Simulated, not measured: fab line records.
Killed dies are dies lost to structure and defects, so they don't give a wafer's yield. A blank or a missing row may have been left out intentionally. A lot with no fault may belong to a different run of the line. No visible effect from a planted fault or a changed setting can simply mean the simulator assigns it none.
Which tool is to blame? :: flow gf180mcu :: 38 wafers sampled from 13 lots at 1 step of a route of 602

WHAT THE GAUGES READ, wafer by wafer
GF_VT_IMPLANT_OVL_MEAS_18.
lot: L118
measured: day 6 03:53
on: overlay-02
VT_IMPLANT_01_OVL (nm): -0.5 1.3 0.2

lot: L119
measured: day 6 11:11
on: overlay-02
VT_IMPLANT_01_OVL (nm): -1.1 -0.4 -0.2

lot: L120
measured: day 6 14:10
on: overlay-01
VT_IMPLANT_01_OVL (nm): -0.6 -1.5 -0.4

lot: L121
measured: day 7 00:46
on: overlay-01
VT_IMPLANT_01_OVL (nm): 0.0 2.0 1.5

lot: L123
measured: day 7 18:55
on: overlay-02
VT_IMPLANT_01_OVL (nm): 1.4 2.6 1.0

lot: L124
measured: day 8 10:49
on: overlay-02
VT_IMPLANT_01_OVL (nm): 2.2 1.3 1.6

lot: L129
measured: day 9 07:10
on: overlay-02
VT_IMPLANT_01_OVL (nm): -0.1 -0.2 0.8

lot: L135
measured: day 10 17:40
on: overlay-02
VT_IMPLANT_01_OVL (nm): -1.2 -0.7 -1.7

lot: L136
measured: day 11 01:46
on: overlay-01
VT_IMPLANT_01_OVL (nm): 1.0 0.3

lot: L137
measured: day 11 08:34
on: overlay-01
VT_IMPLANT_01_OVL (nm): 0.4 0.4 0.9

lot: L138
measured: day 11 12:55
on: overlay-01
VT_IMPLANT_01_OVL (nm): -1.0 2.6 0.6

lot: L140
measured: day 12 01:51
on: overlay-02
VT_IMPLANT_01_OVL (nm): 0.2 1.8 2.6

lot: L141
measured: day 12 11:39
on: overlay-02
VT_IMPLANT_01_OVL (nm): -0.8 -0.3 -0.5

WHAT TOOL EACH LOT RAN ON (gives the tool, then ch and the chambers of the sampled wafers, and finally the start)
The record shows no process step preceding these readings.

WHAT THE TOOLS THEMSELVES READ (means of the sampled wafers that have a number; where no wafer has one, the mark that the record gives instead)
The record holds no such reading with a usual standard deviation.

THE ANSWER, worked out from the rows above alone
Rule: the usual values come from the lots themselves. The widest of any qualifying gaps counts: lots, ordered by their means at a reading, are off when they make up no more than a third of the lots, leave a main group of 4 or more, and stand apart from it by 3 or more times the standard deviation of that group's means. If all means in a main group match to the digits the tables above print for the reading, that group is not used. A lot without any number at a reading at which 4 lots or more have one is off too. Any other lot the step has rows for is counted as sound. First the gauges in route order, then the tools' own readings, where a lot's mean is used as printed above. The first step at which some lot is off is used, and at that step the reading that is off furthest; a lot without a number counts as furthest.
None of the lots is off at any reading shown; this tells nothing.

WHAT HAD BEEN PUT IN BY THE SIMULATOR
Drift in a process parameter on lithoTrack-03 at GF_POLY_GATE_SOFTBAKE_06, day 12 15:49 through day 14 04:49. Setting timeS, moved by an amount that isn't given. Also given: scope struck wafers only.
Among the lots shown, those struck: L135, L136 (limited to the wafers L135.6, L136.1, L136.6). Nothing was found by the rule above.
